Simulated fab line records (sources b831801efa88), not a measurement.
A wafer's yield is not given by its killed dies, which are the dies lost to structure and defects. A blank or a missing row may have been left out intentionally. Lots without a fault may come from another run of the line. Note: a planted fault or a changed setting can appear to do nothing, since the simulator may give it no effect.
What tool caused it? + flow sky130 + 42 wafers from 14 lots sampled at 4 of the route's 708 steps

WHAT THE GAUGES SHOWED, per wafer
SKY_VT_ADJUST_LVTN_TW_MEAS_21.
| lot  | measured     | on            | VT_ADJUST_LVTN_2_TW |
|------|--------------|---------------|---------------------|
| L120 | day 7 17:53  | film-metro-01 | 189.8 190.3 191.0   |
| L121 | day 7 23:54  | film-metro-03 | 185.9 185.7 186.9   |
| L122 | day 8 10:49  | film-metro-03 | 184.0 185.3 185.5   |
| L127 | day 9 17:17  | film-metro-01 | 189.6 190.0 190.5   |
| L128 | day 10 03:23 | film-metro-01 | 188.4 188.1 188.3   |
| L134 | day 11 20:35 | film-metro-03 | 184.2 186.1 186.2   |
| L135 | day 11 21:31 | film-metro-04 | 187.5 186.8 187.4   |
| L136 | day 12 04:17 | film-metro-03 | 184.3 184.4 183.5   |
| L137 | day 12 20:31 | film-metro-04 | 186.4 186.9 186.5   |
| L138 | day 12 20:50 | film-metro-03 | 183.5 183.6 183.3   |
| L140 | day 13 09:46 | film-metro-03 | 186.0 185.4 186.2   |
| L141 | day 13 15:44 | film-metro-04 | 188.0 188.7 188.9   |
| L142 | day 14 01:37 | film-metro-03 | 185.4 184.7 184.3   |
| L143 | day 14 07:47 | film-metro-01 | 188.1 188.2 187.9   |

SKY_VT_ADJUST_NCORE_TW_MEAS_11.
| lot  | measured     | on            | VT_ADJUST_NCORE_TW |
|------|--------------|---------------|--------------------|
| L120 | day 8 14:50  | film-metro-04 | 218.2 218.0 217.9  |
| L121 | day 8 20:52  | film-metro-02 | 217.5 218.4 217.3  |
| L122 | day 9 08:27  | film-metro-02 | 218.4 217.3 218.7  |
| L127 | day 10 14:56 | film-metro-01 | 219.9 218.7 221.5  |
| L128 | day 11 01:19 | film-metro-01 | 219.3 219.4 219.2  |
| L134 | day 12 20:43 | film-metro-04 | 217.7 217.4 218.1  |
| L135 | day 12 21:14 | film-metro-04 | 218.2 217.2 217.7  |
| L136 | day 13 04:47 | film-metro-04 | 219.2 218.3 219.7  |
| L137 | day 13 21:32 | film-metro-04 | 218.6 218.6 217.6  |
| L138 | day 13 22:23 | film-metro-04 | 218.0 220.3 220.0  |
| L140 | day 14 11:23 | film-metro-04 | 216.7 217.9 218.1  |
| L141 | day 14 17:41 | film-metro-02 | 215.6 216.9 217.7  |
| L142 | day 15 05:23 | film-metro-04 | 218.8 218.2 219.1  |
| L143 | day 15 10:44 | film-metro-02 | 216.1 216.6 216.5  |

SKY_SONOS_TUNNEL_TW_MEAS_12.
| lot  | measured     | on            | SONOS_TUNNEL_TW   |
|------|--------------|---------------|-------------------|
| L120 | day 11 09:09 | film-metro-04 | 197.5 196.8 197.9 |
| L121 | day 11 15:42 | film-metro-04 | 195.9 195.8 196.3 |
| L122 | day 12 05:23 | film-metro-01 | 198.3 198.6 198.8 |
| L127 | day 13 16:19 | film-metro-04 | 196.5 198.1 197.1 |
| L128 | day 14 04:41 | film-metro-03 | 193.5 193.7 193.8 |
| L134 | day 16 04:20 | film-metro-03 | 196.4 195.5 196.1 |
| L135 | day 16 06:13 | film-metro-03 | 196.9 196.1 197.0 |
| L136 | day 16 12:43 | film-metro-04 | 197.9 197.1 198.4 |
| L137 | day 17 06:55 | film-metro-01 | 199.7 198.2 199.0 |
| L138 | day 17 09:20 | film-metro-03 | 194.9 194.3 193.1 |
| L140 | day 18 00:14 | film-metro-01 | 199.2 197.8 198.2 |
| L141 | day 18 05:25 | film-metro-04 | 195.6 194.7 194.4 |
| L142 | day 18 18:15 | film-metro-04 | 193.3 194.8 194.8 |
| L143 | day 19 01:14 | film-metro-04 | 197.5 197.7 198.0 |

WHICH TOOL RAN EACH LOT (tool, then ch and the chambers of the sampled wafers, then the start)
| lot  | SKY_SONOS_TUNNEL_EXPOSE_04          |
|------|-------------------------------------|
| L120 | iline-stepper-02 ch 0, day 10 20:46 |
| L121 | iline-stepper-02 ch 0, day 11 03:17 |
| L122 | iline-stepper-01 ch 0, day 11 17:16 |
| L127 | iline-stepper-02, day 13 02:55      |
| L128 | iline-stepper-01, day 13 15:19      |
| L134 | iline-stepper-01 ch 0, day 15 13:57 |
| L135 | iline-stepper-02 ch 0, day 15 15:25 |
| L136 | iline-stepper-01 ch 0, day 15 22:41 |
| L137 | iline-stepper-01 ch 0, day 16 17:15 |
| L138 | iline-stepper-02 ch 0, day 16 19:35 |
| L140 | iline-stepper-01 ch 0, day 17 09:20 |
| L141 | iline-stepper-01 ch 0, day 17 14:14 |
| L142 | iline-stepper-01 ch 0, day 18 02:42 |
| L143 | iline-stepper-01 ch 0, day 18 09:46 |
- SKY_SONOS_TUNNEL_EXPOSE_04: exposes mask TUNM, target cd 410 nm.

WHAT THE TOOLS THEMSELVES READ (means of the sampled wafers that have a number; where no wafer has one, the mark that the record gives instead)
SKY_SONOS_TUNNEL_EXPOSE_04.
| lot  | tool             | exposure-dose-mJ-cm2 | focus-offset-nm (nm) |
|------|------------------|----------------------|----------------------|
| L120 | iline-stepper-02 | 135.98               | 0.3                  |
| L121 | iline-stepper-02 | 135.90               | 0.4                  |
| L122 | iline-stepper-01 | 135.82               | -0.4                 |
| L127 | iline-stepper-02 | -                    | -                    |
| L128 | iline-stepper-01 | -                    | -                    |
| L134 | iline-stepper-01 | 135.93               | -0.2                 |
| L135 | iline-stepper-02 | 135.73               | 0.0                  |
| L136 | iline-stepper-01 | 135.89               | -0.7                 |
| L137 | iline-stepper-01 | 135.91               | -0.4                 |
| L138 | iline-stepper-02 | 135.83               | -0.4                 |
| L140 | iline-stepper-01 | 135.71               | 0.3                  |
| L141 | iline-stepper-01 | 135.78               | 0.2                  |
| L142 | iline-stepper-01 | 135.92               | -0.4                 |
| L143 | iline-stepper-01 | 135.71               | -0.1                 |

THE ANSWER, worked out from the rows above alone
Rule: the lots themselves supply what counts as usual. Put in order of their means at a reading, lots are off if they are a third of the lots or fewer, leave a main group of 4 or more, and stand apart from it by a gap of 3 or more times the standard deviation of the main group's means; of several such gaps the widest counts. Not used: any main group whose means are identical at the precision the tables above print for the reading. A lot without any number at a reading at which 4 lots or more have one is off too. The other lots that the step has rows for count as sound. After the gauges, taken in route order, come the tools' own readings; for these a lot's mean is taken, as printed above. The first step at which some lot is off is used, and at that step the reading that is off furthest; a lot without a number counts as furthest.
Off: L127, L128, at SKY_SONOS_TUNNEL_EXPOSE_04 (exposure-dose-mJ-cm2). Without a number there: L127, L128. Mean 135.84 and standard deviation 0.089 in the main group.
A tool fits if, at that step or a process step before it, it ran every lot that is off, and no sound lot after the first of them. Of those tried, none fits.

WHAT THE SIMULATOR HAD INSERTED
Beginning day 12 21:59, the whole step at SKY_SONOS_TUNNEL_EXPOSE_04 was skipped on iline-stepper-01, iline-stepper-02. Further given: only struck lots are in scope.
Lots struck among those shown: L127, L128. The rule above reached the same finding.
